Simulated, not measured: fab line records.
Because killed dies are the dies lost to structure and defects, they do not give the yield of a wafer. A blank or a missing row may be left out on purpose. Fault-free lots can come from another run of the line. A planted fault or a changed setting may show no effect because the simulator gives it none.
fab line records -- flow gf180mcu
record lots=13, wafers=39, last_day=34
route steps=602 shown LVPWELL@58 PSD@256 SAB@274 SALICIDE@286
lots with no fault: from the same line, run without faults
start_h: hours from the record's first day to the start of the lot's first wafer shown -- wait_h: how many hours have passed since the lot's step before this one -- " repeats the value in the row above -- L1.1+2: a row that stands for several wafers -- - value missing, or start not given -- * or withheld: withheld -- < > ~ a bound
route shown NAME@n: NAME is a module with steps in the file, n the number in the route of the first one -- usual: the fault-free wafers' mean and standard deviation -- same: alike in all rows -- chamber/n: place in a boat -- sites: each site's reading -- _std_site: standard deviation of those values -- _edge_site: inner sites' mean taken away from outer sites' mean -- radius_mm: how far each site lies from the wafer's centre -- mask NAME#n: copy n -- behind: the last tool/chamber to shape the wafer -- hold: why the lot went on hold/how many hours it stayed there/how the hold came to an end -- device: transistor that didn't switch, given as n, p or np -- end of line: tests of these same wafers at the route's end -- a step given without rows: its recipe and nothing more -- killed: dies lost to structure and defects at the first sort, not the wafer's yield -- map: a wafer's dies, x killed, . not, _ none there
set.NAME: setting as actually run; set.NAME@STEP: the setting as run at that earlier step -- model.NAME: the simulator's own value behind a step, which no gauge read
route steps across a sampled set of lots; one table per step, one row per wafer
services: the hour from which a tool's chamber was out of use, counted from the record's first day as start_h (under 0 if before that day), plus the number of hours and why
## steps
# step GF_LVPWELL_EXPOSE_04
# recipe mask_id=LVPWELL, target_cd_nm=600, na=0.6, source_shape=conventional, sigma_outer=0.6, dose_mj=260
lot.wafer,tool,chamber,start_h,wait_h,mask
L795.2+3+5,iline_stepper-02,0,62.33,-,LVPWELL#0
L796.2+3+6,iline_stepper-01,0,67.43,-,LVPWELL#0
L797.1+3+5,iline_stepper-02,0,72.38,-,LVPWELL#0
L798.1+2+6,iline_stepper-01,0,79.73,-,LVPWELL#0
L799.1+3+6,iline_stepper-02,0,83.68,-,LVPWELL#0
L801.1+2+6,iline_stepper-01,0,95.36,-,LVPWELL#0
L805.1+2+6,iline_stepper-02,0,117.93,-,LVPWELL_R1#0
L808.1+4+6,iline_stepper-01,0,139.71,-,LVPWELL#0
L813.2+4+6,iline_stepper-01,0,161.88,-,LVPWELL#0
L815.1+5+6,iline_stepper-02,0,173.03,-,LVPWELL#0
L816.1+2+4,iline_stepper-02,0,178.84,-,LVPWELL#0
L817.1+3+6,iline_stepper-02,0,185.80,-,LVPWELL#0
L818.2+3+4,iline_stepper-02,0,191.55,-,LVPWELL#0
# step GF_PSD_OVL_MEAS_08
# usual PSD_OVL=-0.4/1.3
lot.wafer,tool,chamber,start_h,wait_h,PSD_OVL[nm]
L795.2,overlay-01,-,316.83,0.1,-2.3
L795.3,overlay-01,-,316.83,0.1,-3.9
L795.5,overlay-01,-,316.83,0.1,-3.7
L796.2,overlay-01,-,326.70,0.1,0.7
L796.3,overlay-01,-,326.70,0.1,0.6
L796.6,overlay-01,-,326.70,0.1,-2.0
L797.1,overlay-01,-,334.27,0.1,0.3
L797.3,overlay-01,-,334.27,0.1,-0.4
L797.5,overlay-01,-,334.27,0.1,0.6
L799.1,overlay-02,-,348.12,0.1,-3.5
L799.3,overlay-02,-,348.12,0.1,-4.0
L799.6,overlay-02,-,348.12,0.1,-2.2
L798.1,overlay-02,-,351.80,0.1,-1.3
L798.2,overlay-02,-,351.80,0.1,-0.2
L798.6,overlay-02,-,351.80,0.1,-1.5
L801.1,overlay-02,-,366.67,0.1,1.5
L801.2,overlay-02,-,366.67,0.1,-0.6
L801.6,overlay-02,-,366.67,0.1,2.0
L805.1,overlay-02,-,399.85,0.1,-1.0
L805.2,overlay-02,-,399.85,0.1,0.2
L805.6,overlay-02,-,399.85,0.1,0.5
L808.1,overlay-01,-,439.37,0.1,-1.9
L808.4,overlay-01,-,439.37,0.1,-0.5
L808.6,overlay-01,-,439.37,0.1,-0.6
L813.2,overlay-02,-,468.43,0.1,0.4
L813.4,overlay-02,-,468.43,0.1,0.4
L813.6,overlay-02,-,468.43,0.1,0.6
L815.1,overlay-02,-,487.32,0.1,1.0
L815.5,overlay-02,-,487.32,0.1,-0.4
L815.6,overlay-02,-,487.32,0.1,0.4
L816.1,overlay-01,-,496.65,0.1,-0.4
L816.2,overlay-01,-,496.65,0.1,-1.8
L816.4,overlay-01,-,496.65,0.1,-1.0
L817.1,overlay-02,-,504.10,0.1,2.0
L817.3,overlay-02,-,504.10,0.1,0.8
L817.6,overlay-02,-,504.10,0.1,0.3
L818.2,overlay-01,-,514.82,0.1,-0.5
L818.3,overlay-01,-,514.82,0.1,1.4
L818.4,overlay-01,-,514.82,0.1,-0.2
# step GF_SAB_OVL_MEAS_10
# usual SAB_OVL=0.8/1.5
lot.wafer,tool,chamber,start_h,wait_h,SAB_OVL[nm]
L795.2,overlay-02,-,338.36,0.1,1.4
L795.3,overlay-02,-,338.36,0.1,1.0
L795.5,overlay-02,-,338.36,0.1,2.1
L796.2,overlay-02,-,348.46,0.1,-0.3
L796.3,overlay-02,-,348.46,0.1,0.2
L796.6,overlay-02,-,348.46,0.1,-0.7
L797.1,overlay-02,-,356.45,0.1,-1.5
L797.3,overlay-02,-,356.45,0.1,0.2
L797.5,overlay-02,-,356.45,0.1,0.6
L799.1,overlay-01,-,370.75,0.1,2.5
L799.3,overlay-01,-,370.75,0.1,3.7
L799.6,overlay-01,-,370.75,0.1,3.5
L798.1,overlay-02,-,374.65,0.1,3.0
L798.2,overlay-02,-,374.65,0.1,-0.6
L798.6,overlay-02,-,374.65,0.1,0.0
L801.1,overlay-01,-,390.17,0.1,0.3
L801.2,overlay-01,-,390.17,0.1,-1.3
L801.6,overlay-01,-,390.17,0.1,0.1
L805.1,overlay-01,-,424.15,0.1,2.3
L805.2,overlay-01,-,424.15,0.1,1.8
L805.6,overlay-01,-,424.15,0.1,1.3
L808.1,overlay-02,-,463.90,0.1,-0.6
L808.4,overlay-02,-,463.90,0.1,-2.0
L808.6,overlay-02,-,463.90,0.1,0.5
L813.2,overlay-02,-,492.81,0.1,-0.9
L813.4,overlay-02,-,492.81,0.1,1.9
L813.6,overlay-02,-,492.81,0.1,0.8
L815.1,overlay-01,-,511.72,0.1,1.8
L815.5,overlay-01,-,511.72,0.1,2.7
L815.6,overlay-01,-,511.72,0.1,3.2
L816.1,overlay-01,-,520.50,0.1,1.5
L816.2,overlay-01,-,520.50,0.1,2.1
L816.4,overlay-01,-,520.50,0.1,-1.0
L817.1,overlay-01,-,529.61,0.1,1.2
L817.3,overlay-01,-,529.61,0.1,2.4
L817.6,overlay-01,-,529.61,0.1,0.5
L818.2,overlay-01,-,538.23,0.1,0.7
L818.3,overlay-01,-,538.23,0.1,1.0
L818.4,overlay-01,-,538.23,0.1,1.3
# step GF_SALICIDE_RTA_08
# recipe temp_c=800, time_s=30, ambient=N2
# usual lamp_power_pct=17.2/1.8, wafer_temp_C_max=804.2/1.7
lot.wafer,tool,chamber,start_h,wait_h,lamp_power_pct,wafer_temp_C_max
L795.2,rtp_anneal-01,0,339.17,0.0,15.6,805.5
L795.3,rtp_anneal-01,0,339.17,0.0,15.6,807.1
L795.5,rtp_anneal-01,0,339.17,0.0,15.6,807.4
L796.2,rtp_anneal-01,0,349.27,0.0,15.6,807.8
L796.3,rtp_anneal-01,0,349.27,0.0,15.6,805.2
L796.6,rtp_anneal-01,0,349.27,0.0,15.5,805.2
L797.1,rtp_anneal-02,0,357.27,0.0,19.2,802.7
L797.3,rtp_anneal-02,0,357.27,0.0,19.2,802.0
L797.5,rtp_anneal-02,0,357.27,0.0,19.2,801.6
L799.1,rtp_anneal-02,0,371.57,0.0,19.2,801.9
L799.3,rtp_anneal-02,0,371.57,0.0,19.2,802.2
L799.6,rtp_anneal-02,0,371.57,0.0,19.2,802.0
L798.1,rtp_anneal-01,0,375.45,0.0,15.6,806.5
L798.2,rtp_anneal-01,0,375.45,0.0,15.5,806.1
L798.6,rtp_anneal-01,0,375.45,0.0,15.6,805.4
L801.1,rtp_anneal-01,0,390.98,0.0,15.6,805.0
L801.2,rtp_anneal-01,0,390.98,0.0,15.5,806.3
L801.6,rtp_anneal-01,0,390.98,0.0,15.6,804.1
L805.1,rtp_anneal-01,0,424.95,0.0,15.6,804.8
L805.2,rtp_anneal-01,0,424.95,0.0,15.6,804.3
L805.6,rtp_anneal-01,0,424.95,0.0,15.5,806.1
L808.1,rtp_anneal-01,0,464.70,0.0,15.5,806.5
L808.4,rtp_anneal-01,0,464.70,0.0,15.6,804.5
L808.6,rtp_anneal-01,0,464.70,0.0,15.5,807.2
L813.2,rtp_anneal-02,0,493.62,0.0,19.2,802.2
L813.4,rtp_anneal-02,0,493.62,0.0,19.2,802.0
L813.6,rtp_anneal-02,0,493.62,0.0,19.2,802.8
L815.1,rtp_anneal-01,0,512.65,0.0,15.6,806.8
L815.5,rtp_anneal-01,0,512.65,0.0,15.6,805.2
L815.6,rtp_anneal-01,0,512.65,0.0,15.5,806.7
L816.1,rtp_anneal-01,0,521.48,0.0,15.6,804.8
L816.2,rtp_anneal-01,0,521.48,0.0,15.6,804.5
L816.4,rtp_anneal-01,0,521.48,0.0,15.5,806.4
L817.1,rtp_anneal-01,0,530.44,0.0,15.6,804.8
L817.3,rtp_anneal-01,0,530.44,0.0,15.6,805.1
L817.6,rtp_anneal-01,0,530.44,0.0,15.6,806.0
L818.2,rtp_anneal-02,0,539.21,0.0,19.2,802.5
L818.3,rtp_anneal-02,0,539.21,0.0,19.2,801.9
L818.4,rtp_anneal-02,0,539.21,0.0,19.2,801.6
## services
tool,chamber,start_h,hours,kind
iline_stepper-02,-,40.16,8.3,repair
iline_stepper-02,-,50.42,4.4,pm
iline_stepper-02,-,76.34,1.7,pm
iline_stepper-01,0,93.59,-,calibration
iline_stepper-02,-,151.72,2.0,repair
iline_stepper-01,-,157.75,2.1,pm
iline_stepper-01,-,159.84,-,consumable_replace:lamp
rtp_anneal-02,-,175.18,0.8,pm
iline_stepper-02,-,181.58,2.1,pm
iline_stepper-02,-,183.66,-,consumable_replace:lamp
rtp_anneal-01,-,193.17,5.8,pm
iline_stepper-01,-,222.36,1.7,pm
iline_stepper-02,0,229.40,-,calibration
iline_stepper-01,-,258.52,16.4,repair
iline_stepper-02,-,294.52,1.7,pm
iline_stepper-01,-,320.98,2.8,repair
iline_stepper-01,0,321.27,-,calibration
rtp_anneal-02,-,434.26,3.4,pm
iline_stepper-01,-,440.54,1.7,pm
iline_stepper-02,0,457.80,-,calibration
iline_stepper-02,-,512.70,1.7,pm
## key
first_sign step=GF_LVPWELL_EXPOSE_04, reading=mask, direction=changed
effect none on later readings
met_at GF_LVPWELL_EXPOSE_04
struck_lots L805
sort_left_out L805.1,L805.2,L805.6
tester_left_out L805
not_acting_at GF_PSD_OVL_MEAS_08,GF_SAB_OVL_MEAS_10,GF_SALICIDE_RTA_08
onset_between 83.68 117.93
fault kind=wrong_mask, tool=any, chamber=-, onset_h=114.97, steps=GF_LVPWELL_EXPOSE_04, aux_copy=LVPWELL_R1#0, cd_offset_nm=-120, scope=struck_lots_only
# tester_left_out: of these lots the tester's yield and bins aren't shown, on N5 and GAA mostly nor the transistor test; their killed dies are dies lost to structure and defects alone, not to doping, threshold or leakage, so they don't give the yield
# sort_left_out: the simulated sort isn't trusted on such a fault, so these wafers' sort isn't shown, and their yield isn't known
